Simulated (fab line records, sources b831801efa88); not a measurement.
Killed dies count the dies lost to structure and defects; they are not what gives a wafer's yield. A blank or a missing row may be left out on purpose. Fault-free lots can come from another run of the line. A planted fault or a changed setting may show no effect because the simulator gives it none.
Which tool is to blame? | flow sky130 | 11 lots with 33 wafers sampled at 3 steps, on a route of 708 steps

## WHAT THE GAUGES READ, wafer by wafer
SKY_PASSIVATION_THK_MEAS_01.
lot  | measured     | on            | PASSIVATION_CVD_00_THK (nm)
L970 | day 44 03:19 | film_metro-01 | 90.1 91.3 91.2
L971 | day 44 06:59 | film_metro-03 | 89.9 90.9 91.8
L973 | day 44 18:11 | film_metro-01 | 91.8 92.1 92.4
L980 | day 46 13:23 | film_metro-01 | 117.4 90.8 118.7 117.3 90.8 118.7
L983 | day 48 01:04 | film_metro-04 | 90.0 118.8 91.5 90.0 118.8 91.5
L984 | day 48 02:46 | film_metro-04 | 90.7 88.8 91.8
L985 | day 48 03:44 | film_metro-01 | 90.9 90.4 91.1
L986 | day 48 04:53 | film_metro-03 | 89.8 90.7 91.8
L987 | day 48 05:10 | film_metro-01 | 88.6 89.8 92.3
L989 | day 48 09:23 | film_metro-03 | 89.2 89.7 90.6
L991 | day 49 02:41 | film_metro-04 | 90.0 89.6 90.7

## WHAT TOOL EACH LOT RAN ON (gives the tool, then ch and the chambers of the sampled wafers, and finally the start)
lot  | SKY_METAL5_SPUTTER_04        | SKY_PASSIVATION_CVD_00
L970 | pvd_sputter-02, day 43 03:14 | pecvd-02 ch 0,2, day 44 03:17
L971 | pvd_sputter-01, day 43 06:40 | pecvd-03 ch 0,2, day 44 06:58
L973 | pvd_sputter-04, day 43 18:28 | pecvd-02 ch 1,2, day 44 18:02
L980 | pvd_sputter-04, day 45 15:16 | pecvd-02 ch 0,1, day 46 13:21
L983 | pvd_sputter-01, day 47 05:07 | pecvd-02 ch 0,1,2, day 48 01:02
L984 | pvd_sputter-02, day 47 07:08 | pecvd-03 ch 0,1,2, day 48 02:45
L985 | pvd_sputter-01, day 47 07:14 | pecvd-03 ch 0,1,2, day 48 03:43
L986 | pvd_sputter-04, day 47 08:28 | pecvd-03 ch 1,2, day 48 04:52
L987 | pvd_sputter-02, day 47 09:05 | pecvd-03 ch 1,2, day 48 05:08
L989 | pvd_sputter-02, day 47 13:40 | pecvd-03 ch 1,2, day 48 09:22
L991 | pvd_sputter-02, day 48 07:29 | pecvd-03 ch 0,1,2, day 49 02:40
- SKY_METAL5_SPUTTER_04: material TiN, target thk 70 nm, time 58.3 s.
- SKY_PASSIVATION_CVD_00: deposits SiO2, target thk 90 nm.

## THE ANSWER, worked out from the rows above alone
Rule: the lots themselves supply what counts as usual. Put in order of their means at a reading, lots are off if they are a third of the lots or fewer, leave a main group of 4 or more, and stand apart from it by a gap of 3 or more times the standard deviation of the main group's means; of several such gaps the widest counts. A main group is skipped when, at the precision printed for the reading in the tables above, its means are all equal. A lot without any number at a reading at which 4 lots or more have one is off too. Any other lot the step has rows for is counted as sound.
Off: L980, L983, seen at SKY_PASSIVATION_THK_MEAS_01 (PASSIVATION_CVD_00_THK). For the main group the mean is 90.7 nm and the standard deviation 0.62.
A tool fits if, at a process step before that reading, it ran every lot that is off, and no sound lot after the first of them. Those tools and the gauges at SKY_PASSIVATION_THK_MEAS_01 are tried in the same way. One candidate fits, namely pecvd-02 at SKY_PASSIVATION_CVD_00. A fault onset in the window from L973 (day 44 18:02, its last sound lot) to L980 (day 46 13:21, its first lot off) fits.

## WHAT THE SIMULATOR HAD INSERTED
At SKY_PASSIVATION_CVD_00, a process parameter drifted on pecvd-02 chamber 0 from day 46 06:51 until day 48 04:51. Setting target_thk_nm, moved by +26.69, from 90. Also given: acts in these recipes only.
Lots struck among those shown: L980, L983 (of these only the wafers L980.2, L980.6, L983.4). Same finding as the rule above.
